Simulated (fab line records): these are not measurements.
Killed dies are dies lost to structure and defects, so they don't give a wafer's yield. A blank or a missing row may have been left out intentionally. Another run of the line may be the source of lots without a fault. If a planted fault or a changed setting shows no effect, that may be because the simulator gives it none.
The same fault as seen by 2 desks | flow gf180mcu | only its own numbers are on each desk; what lay behind them is given at the end

## AT THE METROLOGY DESK
Means of the sampled wafers that have a number, per lot and without regard to the tool the lot ran on: this is what the gauges read. Any lot whose mean is over 4 standard deviations away from the usual mean is out of limits and marked OUT; that distance is given in the brackets.
Columns: A = V1_W_THK at GF_V1_THK_MEAS_25, usual 353 nm; B = V2_CVD_00_THK at GF_V2_THK_MEAS_01, usual 594 nm
lot  | first seen here | A   | B
L655 | day 17 22:07    | 357 | 604
L656 | day 18 13:02    | 351 | 596
L658 | day 19 04:14    | 359 | 603
L659 | day 19 08:47    | 360 | 593
L660 | day 20 05:41    | 350 | 597
L664 | day 21 14:44    | 348 | 596
L666 | day 22 10:54    | 355 | 592
L667 | day 22 14:22    | 352 | 592
L670 | day 23 21:14    | 344 | 599
L675 | day 25 14:26    | 357 | 592
L677 | day 25 20:03    | 348 | 585
L678 | day 26 04:55    | 346 | 587
Finding of this desk: none of the 12 lots has anything out of limits.

## THE TOOL OWNER'S DESK: pvdSputter-01
The tool's own readings at GF_M2_SPUTTER_04 (material TiN, target thk 50 nm, time 41.7 s): means of the sampled wafers that have a number, for each lot that ran on this tool. Any lot whose mean is over 4 standard deviations away from the usual mean is out of limits and marked OUT; that distance is given in the brackets.
Columns: A = throttleValvePct at GF_M2_SPUTTER_04, usual 30.5 %
lot  | first seen here | A
L655 | day 17 22:38    | 30.5
L658 | day 19 04:47    | 30.9
L666 | day 22 11:26    | 31.4
L678 | day 26 05:28    | 30.8
Finding of this desk: none of the 4 lots has anything out of limits.

## TAKEN TOGETHER
From the metrology desk's view, nothing was out of limits.
The tool owner's desk saw nothing out of limits.

## WHAT THE SIMULATOR HAD PUT IN
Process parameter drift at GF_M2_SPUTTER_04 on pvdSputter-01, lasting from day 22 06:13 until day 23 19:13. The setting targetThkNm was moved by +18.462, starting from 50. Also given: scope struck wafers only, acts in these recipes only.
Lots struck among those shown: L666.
